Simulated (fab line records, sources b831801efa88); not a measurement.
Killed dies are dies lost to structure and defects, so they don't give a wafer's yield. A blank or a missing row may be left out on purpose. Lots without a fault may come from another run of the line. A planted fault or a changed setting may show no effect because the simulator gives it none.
fab line records | flow sky130
record lots=6 wafers=18 last_day=50
route steps=708 shown SONOS_ONO@186 GATE_OXIDE@187 PAD_OPEN@708
lots that met no fault: from a run of the same line without faults
start_h: hours from the record's first day to the start of the lot's first wafer shown | wait_h: hours since the lot's step before | " the same as in the row above | L1.1+2: a row that stands for several wafers | - no value, or no start given | * or withheld: withheld | < > ~ a bound
route shown NAME@n: a module of which the file shows steps, and the number in the route of the first | usual: mean/standard deviation of fault-free wafers | same: alike in all rows | chamber/n: place in a boat | sites: the reading at each site | _std_site: their standard deviation | _edge_site: outer sites' mean less inner sites' | radius_mm: how far each site lies from the wafer's centre | mask NAME#n: copy n | behind: the tool/chamber that last shaped the wafer | hold: why the lot was held/for how many hours/how that ended | device: the transistor (n, p or np) that didn't switch | end of line: the same wafers' tests at the end of the route | a step without rows: its recipe alone | killed: dies lost to structure and defects at the first sort, not the wafer's yield | map: a wafer's dies, x killed, . not, _ none there
set.NAME: the setting as run; set.NAME@STEP: as run at that earlier step | model.NAME: the simulator's own value behind a step, which no gauge read
lots at some steps of the route; a table a step, a row a wafer
services: from which hour (start_h, from the record's first day; less than 0 if before it) a tool's chamber was out of use, for how many hours, and why
## steps
# step SKY_SONOS_ONO_WET_ETCH_18
# recipe chemistry=H3PO4 target_depth_nm=15 target=Si3N4 temp_c=160 time_s=172
# step SKY_GATE_OXIDE_CLEAN_00
# recipe chemistry=SC1/SC2 mix=1:4:20 temp_c=70 time_s=150 dry=n2_spin
# step SKY_GATE_OXIDE_OXIDATION_01
# recipe temp_c=900 ambient=O2 stabilise_s=600 purge_s=300 target_thk_a=102.68 ox_time_s=1473
# step SKY_GATE_OXIDE_THK_MEAS_02
# recipe reads=SiO2_of_GATE_OXIDE_OXIDATION_01
# usual GATE_OXIDE_OXIDATION_00_THK=10.23/0.16
# columns lot.wafer tool chamber start_h wait_h GATE_OXIDE_OXIDATION_00_THK[nm]
L785.1 film_metro-01 - 283.96 0.0 10.47
L785.4 " - " " 10.40
L785.6 " - " " 10.56
L786.2 film_metro-03 - 294.19 0.0 10.23
L786.3 " - " " 10.36
L786.4 " - " " 10.17
L789.1 film_metro-03 - 319.78 0.0 9.98
L789.4 " - " " 10.09
L789.5 " - " " 10.14
L797.1 film_metro-04 - 414.79 0.0 10.31
L797.2 " - " " 10.37
L797.4 " - " " 10.39
L799.2 film_metro-04 - 420.11 0.0 10.10
L799.4 " - " " 10.22
L799.6 " - " " 9.91
L804.1 film_metro-03 - 449.45 0.0 10.58
L804.2 " - " " 10.58
L804.3 " - " " 10.66
# step SKY_GATE_OXIDE_DEHYDRATE_03
# recipe temp_c=200 time_s=60
# step SKY_GATE_OXIDE_HMDS_04
# recipe prime_time_s=60 prime_temp_c=120
# step SKY_GATE_OXIDE_COAT_05
# recipe resist=NOVOLAK spin_rpm=3000 resist_thk_nm=1140
# step SKY_GATE_OXIDE_SOFTBAKE_06
# recipe temp_c=90 time_s=60 resist=NOVOLAK
# step SKY_GATE_OXIDE_EXPOSE_07
# recipe mask_id=LVOM na=0.6 source_shape=conventional sigma_outer=0.6 polarization=unpolarized target_cd_nm=600 dose_mj=170
# step SKY_GATE_OXIDE_PEB_08
# recipe temp_c=withheld time_s=* resist=NOVOLAK
# step SKY_GATE_OXIDE_DEVELOP_09
# recipe resist=NOVOLAK developer=TMAH develop_time_s=60 dev_temp_c=23
# step SKY_GATE_OXIDE_OVL_MEAS_10
# usual GATE_OXIDE_OVL=-1.3/1.3
# columns lot.wafer tool chamber start_h wait_h GATE_OXIDE_OVL[nm]
L785.1 overlay-01 - 309.23 0.1 0.5
L785.4 " - " " 0.6
L785.6 " - " " -1.8
L786.2 overlay-01 - 320.00 0.1 -0.8
L786.3 " - " " -1.7
L786.4 " - " " -2.8
L789.1 overlay-02 - 345.79 0.1 -0.1
L789.4 " - " " -0.9
L789.5 " - " " -1.4
L797.1 overlay-01 - 445.34 0.1 1.5
L797.2 " - " " 0.3
L797.4 " - " " 0.2
L799.2 overlay-02 - 450.58 0.1 -1.4
L799.4 " - " " -1.4
L799.6 " - " " -0.6
L804.1 overlay-01 - 479.99 0.1 -0.6
L804.2 " - " " -2.1
L804.3 " - " " -1.6
# step SKY_GATE_OXIDE_IMPLANT_11
# recipe species=B energy_kev=10 dose_cm2=2.6e+12 tilt_deg=withheld
# usual beam_energy_keV=10.000/0.003
# columns lot.wafer tool chamber start_h wait_h beam_energy_keV
L785.1 implanter-03 0 309.26 0.0 9.999
L785.4 " 0 " " 10.002
L785.6 " 0 " " 9.996
L786.2 implanter-02 0 320.05 0.0 10.000
L786.3 " 0 " " 10.001
L786.4 " 0 " " 10.004
L789.1 implanter-01 0 345.83 0.0 10.001
L789.4 " 0 " " 9.999
L789.5 " 0 " " 9.998
L797.1 implanter-02 0 445.38 0.0 9.994
L797.2 " 0 " " 10.002
L797.4 " 0 " " 10.003
L797.1 implanter-02 0 445.69 0.3 10.001
L797.2 " 0 " " 9.999
L797.4 " 0 " " 10.000
L799.2 implanter-02 0 450.64 0.0 10.000
L799.4 " 0 " " 10.001
L799.6 " 0 " " 9.996
L799.2 implanter-02 0 450.95 0.3 10.005
L799.4 " 0 " " 10.005
L799.6 " 0 " " 10.000
L804.1 implanter-01 0 480.02 0.0 9.994
L804.2 " 0 " " 9.999
L804.3 " 0 " " 9.996
# step SKY_GATE_OXIDE_WET_ETCH_12
# recipe chemistry=dHF target_depth_nm=16.8 dry=n2_spin target=SiO2 dilution=100:1 temp_c=25 time_s=331.5
# step SKY_GATE_OXIDE_STRIP_13
# recipe chemistry=O2/N2 power_w=1400 pressure_mtorr=1500 platen_temp_c=withheld o2_flow_sccm=3000 n2_flow_sccm=300 overash_fraction=0.5
# usual chamber_pressure_mTorr=1499.9/1.4 drypump_motor_current_A=5.37/0.18 n2_flow_sccm=299.8/0.92 oes_product_au=0.715/0.0045 strip_time_to_endpoint_s=14.17/0.045
# columns lot.wafer tool chamber start_h wait_h chamber_pressure_mTorr drypump_motor_current_A n2_flow_sccm oes_product_au rf_hours_counter_h strip_time_to_endpoint_s
L785.1 plasma_asher-04 1 309.51 0.0 1500.8 5.02 300.0 0.718 50 14.26
L785.4 " 1 " " 1499.1 5.00 299.7 0.713 - 14.27
L785.6 " 0 " " 1500.5 5.38 300.7 0.718 - 14.25
L786.2 plasma_asher-02 1 320.30 0.0 1500.0 5.50 300.4 0.718 61 14.14
L786.3 " 1 " " 1499.2 5.49 299.0 0.717 - 14.25
L786.4 " 0 " " 1501.8 5.69 299.7 0.718 - 14.18
L789.1 plasma_asher-01 1 346.08 0.0 1500.1 5.46 299.1 0.716 22 14.22
L789.4 " 1 " " 1499.7 5.46 299.7 0.718 - 14.21
L789.5 " 0 " " 1500.8 5.46 299.3 0.720 - 14.26
L797.1 plasma_asher-04 1 446.09 0.0 1500.6 5.01 300.1 0.714 63 14.11
L797.2 " 0 " " 1500.7 5.38 300.8 0.714 63 14.15
L797.4 " 1 " " 1502.7 5.01 299.1 0.709 - 14.11
L799.2 plasma_asher-01 1 451.18 0.0 1500.0 5.47 300.1 0.719 33 14.15
L799.4 " 1 " " 1500.6 5.46 299.8 0.719 - 14.19
L799.6 " 0 " " 1501.3 5.45 299.5 0.716 - 14.18
L804.1 plasma_asher-01 0 480.28 0.0 1500.6 5.43 300.5 0.717 37 14.18
L804.2 " 1 " " 1498.5 5.48 299.3 0.710 37 14.16
L804.3 " 0 " " 1500.0 5.46 298.9 0.711 - 14.17
# step SKY_GATE_OXIDE_TW_MEAS_14
# usual GATE_OXIDE_TW=223.9/2.5
# columns lot.wafer tool chamber start_h wait_h GATE_OXIDE_TW
L785.1 film_metro-03 - 309.61 0.1 224.8
L785.4 " - " " 224.4
L785.6 " - " " 223.7
L786.2 film_metro-01 - 320.41 0.1 222.4
L786.3 " - " " 222.4
L786.4 " - " " 222.4
L789.1 film_metro-03 - 346.18 0.1 221.9
L789.4 " - " " 220.3
L789.5 " - " " 221.4
L797.1 film_metro-04 - 446.20 0.1 276.3
L797.2 " - " " 278.8
L797.4 " - " " 275.9
L799.2 film_metro-04 - 451.29 0.1 279.0
L799.4 " - " " 276.2
L799.6 " - " " 276.7
L804.1 film_metro-04 - 480.38 0.1 226.5
L804.2 " - " " 224.4
L804.3 " - " " 225.1
# step SKY_GATE_OXIDE_CLEAN_15
# recipe chemistry=SC1/SC2 mix=1:4:20 temp_c=70 time_s=150 dry=n2_spin
# step SKY_PAD_OPEN_PROBE_99
# usual killed_at_M0_to_M3=42/6.7 killed_at_M4_up=3.4/2 killed_at_contacts=24/5.1 killed_at_front_end=14/4.2 killed_at_other=0.2/0.49 killed_dies=84/8.4 killed_on_rim=17/3.6 killed_open=46/7 killed_short=39/5.8
# same gross_dies=492 killed_at_back_side=0
# columns lot.wafer tool chamber start_h wait_h killed_at_M0_to_M3 killed_at_M4_up killed_at_contacts killed_at_front_end killed_at_other killed_dies killed_on_rim killed_open killed_short
L789.1 prober-02 - 1105.61 0.1 40 3 20 11 0 74 15 41 33
L789.4 prober-02 - 1105.76 0.2 27 6 27 17 1 78 15 50 28
L789.5 prober-02 - 1105.81 0.2 39 5 25 7 0 76 13 45 31
L797.1 prober-01 - 1172.87 0.1 34 3 17 17 0 71 18 34 37
L797.2 prober-01 - 1172.92 0.1 50 1 36 11 0 98 13 62 36
L797.4 prober-01 - 1173.02 0.2 40 4 29 16 1 90 17 52 38
L799.2 prober-02 - 1175.62 0.1 43 4 24 13 0 84 12 41 43
L799.4 prober-02 - 1175.72 0.2 45 3 18 17 0 83 15 42 41
L799.6 prober-02 - 1175.82 0.2 39 9 23 11 0 82 15 46 36
# killed by level:class
L789.1 VIA3:geometric_particle:open=9 VIA1:geometric_particle:open=8 CONTACT:geometric_particle:open=6 METAL1:geometric_particle:short=5 LI_CONTACT:geometric_particle:open=5 VIA1:geometric_particle:short=5 POLY_GATE:geometric_particle:short=4 LOCAL_INTERCONNECT:geometric_particle:short=4
L789.4 CONTACT:geometric_particle:open=11 LI_CONTACT:geometric_particle:open=7 VIA1:geometric_particle:open=7 FIELD_ISO:geometric_particle:open=6 POLY_GATE:geometric_particle:open=5 METAL4:geometric_particle:short=4 LOCAL_INTERCONNECT:geometric_particle:short=4 VIA2:geometric_particle:open=4
L789.5 VIA2:geometric_particle:open=11 CONTACT:geometric_particle:open=9 LI_CONTACT:geometric_particle:open=8 VIA1:geometric_particle:short=8 VIA3:geometric_particle:open=5 METAL4:geometric_particle:short=5 VIA3:geometric_particle:short=4 VIA1:geometric_particle:open=4
L797.1 VIA1:geometric_particle:open=7 VIA3:geometric_particle:open=6 LOCAL_INTERCONNECT:geometric_particle:short=6 SPACER:geometric_particle:short=4 LI_CONTACT:geometric_particle:open=4 METAL1:geometric_particle:short=4 METAL3:geometric_particle:short=4 FIELD_ISO:geometric_particle:short=3
L797.2 CONTACT:geometric_particle:open=15 VIA1:geometric_particle:open=15 LI_CONTACT:geometric_particle:open=11 VIA2:geometric_particle:open=7 LOCAL_INTERCONNECT:geometric_particle:short=6 METAL1:geometric_particle:short=6 VIA3:geometric_particle:open=5 METAL2:geometric_particle:short=4
L797.4 VIA3:geometric_particle:open=9 VIA1:geometric_particle:open=9 CONTACT:geometric_particle:open=9 CONTACT:geometric_particle:short=7 FIELD_ISO:geometric_particle:short=5 LI_CONTACT:geometric_particle:short=5 LI_CONTACT:geometric_particle:open=5 VIA2:geometric_particle:open=5
L799.2 VIA1:geometric_particle:open=10 CONTACT:geometric_particle:open=8 VIA3:geometric_particle:open=7 FIELD_ISO:geometric_particle:short=5 VIA1:geometric_particle:short=5 LI_CONTACT:geometric_particle:open=5 CONTACT:geometric_particle:short=5 METAL1:geometric_particle:short=5
L799.4 VIA1:geometric_particle:open=12 FIELD_ISO:geometric_particle:open=7 FIELD_ISO:geometric_particle:short=7 LI_CONTACT:geometric_particle:open=7 VIA3:geometric_particle:short=6 VIA3:geometric_particle:open=6 METAL1:geometric_particle:short=5 VIA1:geometric_particle:short=4
L799.6 VIA3:geometric_particle:open=9 LI_CONTACT:geometric_particle:open=8 METAL2:geometric_particle:short=8 CONTACT:geometric_particle:open=7 VIA2:geometric_particle:open=7 METAL4:geometric_particle:short=6 FIELD_ISO:geometric_particle:short=4 LOCAL_INTERCONNECT:geometric_particle:short=4
## services
# columns tool chamber start_h hours kind
implanter-02 - 339.65 2.0 repair
implanter-03 - 350.38 4.5 repair
implanter-03 - 424.93 2.9 pm
plasma_asher-02 - 434.97 38.2 repair
implanter-03 - 444.35 1.0 repair
implanter-03 - 458.56 2.6 repair
plasma_asher-02 - 473.15 14.6 pm
## key
first_sign step=SKY_GATE_OXIDE_IMPLANT_11 reading=visit direction=added
effect step=SKY_GATE_OXIDE_TW_MEAS_14 reading=GATE_OXIDE_TW direction=up sigmas=22 usual=223.9 struck=277.2
met_at SKY_GATE_OXIDE_IMPLANT_11
struck_wafers L797.1,L797.2,L797.4,L799.2,L799.4,L799.6
tester_left_out L797,L799
fault kind=repeated_step_whole tool=implanter-01,implanter-02,implanter-03 chamber=- onset_h=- steps=SKY_GATE_OXIDE_IMPLANT_11 times=1 scope=struck_lots_only
# tester_left_out: of these lots the tester's yield and bins aren't shown, on N5 and GAA mostly nor the transistor test; their killed dies are dies lost to structure and defects alone, not to doping, threshold or leakage, so they don't give the yield
